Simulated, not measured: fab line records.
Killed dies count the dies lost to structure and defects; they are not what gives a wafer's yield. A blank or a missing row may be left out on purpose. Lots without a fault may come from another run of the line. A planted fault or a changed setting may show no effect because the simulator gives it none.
Comparing a struck lot with a sound one | flow sky130 | 43 steps out of a route of 708
Sound: wafers L981.1, L981.2, L981.4. The struck wafers were L985.3, L985.4, L985.6. The cause is given at the end.
At each step with rows: each side's tool, then ch and its chambers, then its first start. Under that, the readings that differ: sound wafers | struck wafers | difference of the means | sigmas: that difference in standard deviations of wafers without a fault.
alike: same words and numbers on both sides, and readings whose means sit less than 2 such deviations apart. not compared: any withheld reading, any reading some wafer has no value for, any bound like >300 that may hide the same value, and any number with overlapping values for which the record gives no deviation.
A row with sigmas, a row that says differs or no value, or rows on one side alone: a step with any of these is where the two part. Non-overlapping numbers with no deviation appear without sigmas and do not part them. A reading that every wafer of one side lacks parts them only if that side has two wafers or more.

SKY_VIA1_BOW_MEAS_03:
  sound on film-metro-01, day 36 00:07; struck on film-metro-04, day 37 07:46
  alike: VIA1_BOW
then, 8 steps without rows for these wafers: SKY_VIA1_DEHYDRATE_04 (time 60 s); SKY_VIA1_HMDS_05 (prime time 60 s); SKY_VIA1_COAT_06 (resist thk 60 nm); SKY_VIA1_COAT_07 (resist thk 450 nm); SKY_VIA1_SOFTBAKE_08 (time 90 s); SKY_VIA1_EXPOSE_09 (exposes mask VIM, target cd 150 nm); SKY_VIA1_PEB_10; SKY_VIA1_DEVELOP_11 (develop time 60 s).
SKY_VIA1_CD_MEAS_12: target cd 150 nm.
  sound on cd-sem-02, day 37 02:58; struck on cd-sem-01, day 38 06:30
  alike: cd-nm
SKY_VIA1_OVL_MEAS_13:
  sound on overlay-02, day 37 03:05; struck on overlay-02, day 38 06:36
  alike: VIA1_OVL
then, 1 step without rows for these wafers: SKY_VIA1_ETCH_14 (etches BARC in N2/H2, stops on SiO2, time 45.9 s, target depth 60 nm).
SKY_VIA1_ETCH_15: etches SiO2 in C4F8/O2/Ar, stops on TiN, target depth 351 nm, time 54 s.
  sound on rie-diel-01 ch 0,1,2, day 37 03:10; struck on rie-diel-04 ch 1,2,3, day 38 06:40
  alike: oes-product-au
  not compared: rf-hours-counter-h
then, 5 steps without rows for these wafers: SKY_VIA1_STRIP_16 (strips in O2/N2); SKY_VIA1_STRIP_17 (strips in post etch residue remover, time 1200 s); SKY_VIA1_CLEAN_18 (cleans in IPA, time 180 s); SKY_VIA1_CLEAN_19 (cleans in O3/DIW); SKY_VIA1_SPUTTER_20 (material TiN, target thk 20 nm, time 80 s).
SKY_VIA1_CVD_21: deposits W, target thk 270 nm, time 80.902 s.
  sound on cvd-w-02 ch 0,1, day 37 03:53; struck on cvd-w-01 ch 0,1, day 38 07:24
  alike: heater-power-w
SKY_VIA1_RS_MEAS_22: the measuring method here is four-point-probe.
  sound on film-metro-04, day 37 03:58; struck on film-metro-03, day 38 07:30
  alike: VIA1_W_RS
SKY_VIA1_THK_MEAS_23: measures by xrf.
  sound on film-metro-04, day 37 04:05; struck on film-metro-03, day 38 07:36
  alike: VIA1_W_THK
then, 1 step without rows for these wafers: SKY_VIA1_CMP_24 (polishes, stops on SiO2, t overpolish 15 s, target thk 0 nm).
SKY_METAL2_SPUTTER_00: material Ti, target thk 15 nm, time 10 s.
  sound on pvd-sputter-03, day 37 04:27; struck on pvd-sputter-04, day 38 07:56
  alike: throttle-valve-pct
SKY_METAL2_SPUTTER_01: material TiN, target thk 20 nm, time 16.7 s.
  sound on pvd-sputter-03, day 37 04:28; struck on pvd-sputter-04, day 38 07:58
  alike: throttle-valve-pct
SKY_METAL2_SPUTTER_02: material AlCu, target thk 250 nm, time 13.3 s.
  sound on pvd-sputter-03, day 37 04:30; struck on pvd-sputter-04, day 38 07:59
  alike: throttle-valve-pct
then, 2 steps without rows for these wafers: SKY_METAL2_SPUTTER_03 (material Ti, target thk 5 nm, time 3.3 s); SKY_METAL2_SPUTTER_04 (material TiN, target thk 70 nm, time 58.3 s).
SKY_METAL2_RS_MEAS_05: the measuring method here is four-point-probe.
  sound on film-metro-03, day 37 04:35; struck on film-metro-04, day 38 08:07
  alike: METAL2_ALCU_RS
SKY_METAL2_THK_MEAS_06: measures by xrf.
  sound on film-metro-03, day 37 04:43; struck on film-metro-04, day 38 08:13
  alike: METAL2_ALCU_THK
then, 8 steps without rows for these wafers: SKY_METAL2_DEHYDRATE_07 (time 60 s); SKY_METAL2_HMDS_08 (prime time 60 s); SKY_METAL2_COAT_09 (resist thk 60 nm); SKY_METAL2_COAT_10 (resist thk 450 nm); SKY_METAL2_SOFTBAKE_11 (time 90 s); SKY_METAL2_EXPOSE_12 (exposes mask MM2, target cd 140 nm); SKY_METAL2_PEB_13; SKY_METAL2_DEVELOP_14 (develop time 60 s).
SKY_METAL2_CD_MEAS_15: target cd 140 nm.
  sound on cd-sem-02, day 38 03:45; struck on cd-sem-02, day 39 08:18
  alike: cd-nm
SKY_METAL2_OVL_MEAS_16:
  sound on overlay-01, day 38 03:52; struck on overlay-01, day 39 08:24
  alike: METAL2_OVL
then, 2 steps without rows for these wafers: SKY_METAL2_DESCUM_17 (chemistry O2, time 8 s); SKY_METAL2_ETCH_18 (etches BARC in N2/H2, stops on SiO2, time 45.9 s, target depth 60 nm).
SKY_METAL2_METAL_ETCH_19: etches the open film in Cl2/BCl3, stops on SiO2, target depth 360 nm, time 78 s.
  sound on rie-metal-02 ch 0,1, day 38 04:00; struck on rie-metal-03 ch 0,1, day 39 08:33
  alike: bcl3-flow-sccm, drypump-motor-current-A, oes-product-au, throttle-valve-pct
  not compared: rf-hours-counter-h
-- the record jumps here: 10 days lie between the struck wafers' starts before and after (it left off in module METAL2 and takes up again in module PAD_OPEN, whose first step shown is number 708 of the route) --
SKY_PAD_OPEN_PROBE_99:
  sound on prober-02, day 47 23:14; struck on prober-02, day 48 20:38
  reading                               | sound             | struck            | difference | sigmas
  defect-limited-yield (%)              | 82.7 82.7 86.4    | 81.7 79.3 79.3    | -3.8       | -2
  killed_at_M0_to_M3                    | 35 40 31          | 60 78 68          | +33        | +5
  killed-at-front-end                   | 24 19 17          | 13 7 13           | -9         | -2
  killed-dies                           | 85 85 67          | 90 102 102        | +19        | +2
  sort_bin_5_function (%)               | 9.8 11.6 7.5      | 12.0 14.4 12.6    | +3.4       | +2
  sort-n-pass                           | 407 407 425       | 402 390 390       | -19        | -2
  sort-yield-pct (%)                    | 82.7 82.7 86.4    | 81.7 79.3 79.3    | -3.8       | -2
  model.etest.tester.sort-n-pass        | 407 407 425       | 402 390 390       | -19        |
  model.etest.tester.sort-yield-pct (%) | 82.72 82.72 86.38 | 81.71 79.27 79.27 | -3.86      |
  model.etest.tester.sort_bin_5_pct (%) | 9.756 11.59 7.52  | 11.99 14.43 12.6  | +3.38      |
  alike: killed_at_M4_up, killed-at-contacts, killed-at-other, killed-open, killed-short, sort_bin_3_pad_short, sort_bin_6_memory
  not compared: model.etest.tester.sort_bin_3_pct

WHERE THEY PART
Only at SKY_PAD_OPEN_PROBE_99, within this record.

WHY: whatever the simulator had introduced
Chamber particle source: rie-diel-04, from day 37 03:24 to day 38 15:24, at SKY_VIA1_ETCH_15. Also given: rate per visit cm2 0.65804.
